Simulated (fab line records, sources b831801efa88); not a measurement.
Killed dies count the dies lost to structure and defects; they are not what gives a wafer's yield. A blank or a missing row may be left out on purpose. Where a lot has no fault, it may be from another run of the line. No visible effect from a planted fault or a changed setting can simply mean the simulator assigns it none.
2 desks, one fault || flow sky130 || numbers are kept per desk, each desk with only its own; the story behind them comes last

DESK OF THE TOOL OWNER: furnace-01
The tool's own readings at SKY_FIELD_ISO_OXIDATION_22 (stabilise 600 s, purge 300 s, target thk 10 nm): means of the sampled wafers that have a number, for each lot that ran on this tool. A lot is out of limits, marked OUT, if its mean lies more than 4 standard deviations from the usual mean; the brackets give that distance.
Columns: A = spikeTcUpperC at SKY_FIELD_ISO_OXIDATION_22, usual 949.6 C; B = zonePowerBottomPct at SKY_FIELD_ISO_OXIDATION_22, usual 31 %
{"lot": "L711", "first seen here": "day 2 10:08", "A": 949.4, "B": 35}
{"lot": "L713", "first seen here": "day 2 15:14", "A": 948.3, "B": 36}
{"lot": "L719", "first seen here": "day 4 00:53", "A": 948.8, "B": 35}
{"lot": "L721", "first seen here": "day 4 10:08", "A": 949.1, "B": 35}
{"lot": "L723", "first seen here": "day 4 22:44", "A": 949.4, "B": 35}
{"lot": "L730", "first seen here": "day 6 10:05", "A": 949.2, "B": 35}
{"lot": "L731", "first seen here": "day 6 12:40", "A": 948.7, "B": 35}
{"lot": "L734", "first seen here": "day 7 05:50", "A": 950.1, "B": 35}
Result from this desk: across the 8 lots, nothing is out of limits.

FROM THE METROLOGY DESK
What the gauges read, lot by lot, whatever tool the lot ran on: means of the sampled wafers that have a number. A lot is out of limits, marked OUT, if its mean lies more than 4 standard deviations from the usual mean; the brackets give that distance.
Columns: A = FIELD_ISO_OXIDATION_01_THK at SKY_FIELD_ISO_THK_MEAS_23, usual 10.02 nm
{"lot": "L711", "first seen here": "day 2 11:18", "A": 9.91}
{"lot": "L713", "first seen here": "day 2 16:24", "A": 10.29}
{"lot": "L718", "first seen here": "day 3 20:51", "A": 10.18}
{"lot": "L719", "first seen here": "day 4 02:03", "A": 10.25}
{"lot": "L721", "first seen here": "day 4 11:19", "A": 10.42}
{"lot": "L722", "first seen here": "day 4 16:41", "A": 9.77}
{"lot": "L723", "first seen here": "day 4 23:55", "A": 9.92}
{"lot": "L724", "first seen here": "day 5 03:48", "A": 9.95}
{"lot": "L730", "first seen here": "day 6 11:16", "A": "4.30 (-29) OUT"}
{"lot": "L731", "first seen here": "day 6 13:50", "A": "4.27 (-29) OUT"}
{"lot": "L734", "first seen here": "day 7 07:02", "A": "4.47 (-28) OUT"}
Per this desk, out of limits: L730, L731, L734; the first was L730, day 6 11:16 (FIELD_ISO_OXIDATION_01_THK at SKY_FIELD_ISO_THK_MEAS_23). L711, L713, L718, L719, L721, L722, L723, L724: within limits.

ALL TOGETHER
The metrology desk could have raised an alarm at day 6 11:16, on L730, L731, L734.
The desk of the tool owner found nothing out of limits.
The tool owner's desk has L730, L731, L734 on record, within its limits.
Every lot named ran SKY_FIELD_ISO_OXIDATION_22 on furnace-01.

WHAT THE SIMULATOR HAD INSERTED
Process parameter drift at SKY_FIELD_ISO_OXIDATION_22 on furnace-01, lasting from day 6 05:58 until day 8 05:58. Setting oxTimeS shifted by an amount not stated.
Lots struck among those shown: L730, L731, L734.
Per desk, hours elapsed from the start of the fault to the first reading out of limits: for the metrology desk, 5.
